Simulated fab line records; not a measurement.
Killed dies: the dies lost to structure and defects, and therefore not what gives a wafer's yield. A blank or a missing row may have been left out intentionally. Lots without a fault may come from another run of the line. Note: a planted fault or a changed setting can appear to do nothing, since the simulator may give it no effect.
Struck lot and sound lot, side by side / flow gf180mcu / 14 out of 602 route steps
Sound: these wafers, L928.2, L928.4, L928.6. Wafers struck: L925.4, L925.5, L925.6. The cause comes at the end.
At each step with rows: each side's tool, then ch and its chambers, then its first start. Under that, the readings that differ: sound wafers / struck wafers / difference of the means / sigmas: that difference in standard deviations of wafers without a fault.
alike: words and numbers the same on both sides, and readings whose means are apart by under 2 such deviations; not compared: readings that were withheld, readings missing a value for some wafer, numbers with overlapping values and no deviation given by the record, and bounds like >300 which may hide the same value.
The two part at a step that has a row with sigmas, a row that says differs or no value, or rows on one side only. Numbers that have no deviation but don't overlap get no sigmas and don't part them. Lack of a reading on every wafer of one side parts them only where that side has two or more wafers.

GF_M4_SPUTTER_01: material TiN, target thk 30 nm, time 25 s.
  sound on pvd-sputter-02 at day 28 17:17; struck on pvd-sputter-04 at day 27 21:14
  alike: throttle-valve-pct
GF_M4_SPUTTER_02: material AlCu, target thk 450 nm, time 23.9 s.
  sound on pvd-sputter-02 at day 28 17:19; struck on pvd-sputter-04 at day 27 21:16
  alike: throttle-valve-pct
GF_M4_SPUTTER_03: material Ti, target thk 10 nm, time 6.7 s.
  sound on pvd-sputter-02 at day 28 17:21; struck on pvd-sputter-04 at day 27 21:17
  alike: substrate-temp-c, throttle-valve-pct
GF_M4_SPUTTER_04: material TiN, target thk 50 nm, time 41.7 s.
  sound on pvd-sputter-02 at day 28 17:22; struck on pvd-sputter-04 at day 27 21:19
  alike: throttle-valve-pct
GF_M4_RS_MEAS_05: measurement is done with a four-point probe.
  sound on film-metro-04 at day 28 17:26; struck on film-metro-02 at day 27 21:25
  alike: M4_ALCU_RS
GF_M4_THK_MEAS_06: measures by xrf.
  sound on film-metro-04 at day 28 17:32; struck on film-metro-02 at day 27 21:30
  alike: M4_ALCU_THK
then, 6 steps without rows for these wafers: GF_M4_DEHYDRATE_07 (time 60 s); GF_M4_HMDS_08 (prime time 60 s); GF_M4_COAT_09 (resist thk 1000 nm); GF_M4_SOFTBAKE_10 (time 60 s); GF_M4_EXPOSE_11 (exposes mask Metal4, target cd 280 nm); GF_M4_PEB_12 (peb time 90 s).
GF_M4_DEVELOP_13: develop time 60 s.
  struck on litho-track-02, day 28 16:32; sound on litho-track-03 ch 0, day 29 11:58
  no value came back on the struck wafers for chill-plate-temp-C (C), develop-time-s (s); on the sound wafers chill-plate-temp-C (C) reads 22.89 22.98 22.91
reading=model.KrF_of_M4_COAT_09.thk-nm (nm); sound=989.6 988.5 987.9; struck=1000 1001 1000; difference=+12; sigmas=
GF_M4_CD_MEAS_14: target cd 280 nm.
  sound on cd-sem-01 at day 29 12:07; struck on cd-sem-01 at day 28 16:40
reading=cd-nm (nm); sound=281.9 281.8 282.4; struck=- - -; difference=no value on the struck wafers; sigmas=

WHERE THEY PART
Last at GF_M4_CD_MEAS_14 as far as this record goes, first at GF_M4_DEVELOP_13.

WHY: whatever the simulator had introduced
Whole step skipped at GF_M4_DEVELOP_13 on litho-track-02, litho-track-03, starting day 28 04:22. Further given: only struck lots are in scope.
